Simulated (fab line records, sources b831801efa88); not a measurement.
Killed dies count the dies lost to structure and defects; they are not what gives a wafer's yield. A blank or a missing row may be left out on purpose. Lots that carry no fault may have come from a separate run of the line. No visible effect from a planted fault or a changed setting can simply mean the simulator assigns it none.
What tool caused it? / flow sky130 / 12 lots, 36 wafers sampled, at 1 step of a route of 708

## WHAT THE GAUGES SHOWED, per wafer
SKY_FIELD_ISO_THK_MEAS_04.
lot=L075; measured=day 1 18:59; on=film-metro-02; FIELD_ISO_CVD_03_THK (nm)=167.0 167.7 166.4
lot=L077; measured=day 2 08:08; on=film-metro-03; FIELD_ISO_CVD_03_THK (nm)=163.2 163.9 163.9
lot=L079; measured=day 2 18:02; on=film-metro-04; FIELD_ISO_CVD_03_THK (nm)=165.2 164.7 165.6
lot=L081; measured=day 3 05:43; on=film-metro-03; FIELD_ISO_CVD_03_THK (nm)=163.8 162.1 162.7
lot=L083; measured=day 3 15:08; on=film-metro-04; FIELD_ISO_CVD_03_THK (nm)=165.2 163.0 165.2
lot=L085; measured=day 4 02:34; on=film-metro-03; FIELD_ISO_CVD_03_THK (nm)=164.5 164.4 165.2
lot=L087; measured=day 4 07:39; on=film-metro-03; FIELD_ISO_CVD_03_THK (nm)=165.8 163.1 163.9
lot=L089; measured=day 4 17:19; on=film-metro-04; FIELD_ISO_CVD_03_THK (nm)=168.0 167.8 165.6
lot=L091; measured=day 5 04:18; on=film-metro-04; FIELD_ISO_CVD_03_THK (nm)=164.6 164.3 164.3
lot=L093; measured=day 5 16:09; on=film-metro-03; FIELD_ISO_CVD_03_THK (nm)=167.9 166.6 167.3
lot=L095; measured=day 6 01:37; on=film-metro-03; FIELD_ISO_CVD_03_THK (nm)=166.3 167.2 167.6
lot=L097; measured=day 6 08:29; on=film-metro-03; FIELD_ISO_CVD_03_THK (nm)=166.4 166.3 166.0

## EACH LOT AND THE TOOL THAT RAN IT (in order: tool; ch and the chambers of the sampled wafers; start)
The record shows no process step preceding these readings.

## THE ANSWER, worked out from the rows above alone
Rule: the lots themselves supply what counts as usual. Put in order of their means at a reading, lots are off if they are a third of the lots or fewer, leave a main group of 4 or more, and stand apart from it by a gap of 3 or more times the standard deviation of the main group's means; of several such gaps the widest counts. A main group whose means are all the same, to the digits that the tables above print for the reading, isn't used. Also off: a lot with no number at a reading for which 4 or more lots have one. Any other lot the step has rows for is counted as sound.
No lot is off on any of the readings shown, so nothing can be concluded from this.

## WHAT HAD BEEN PUT IN BY THE SIMULATOR
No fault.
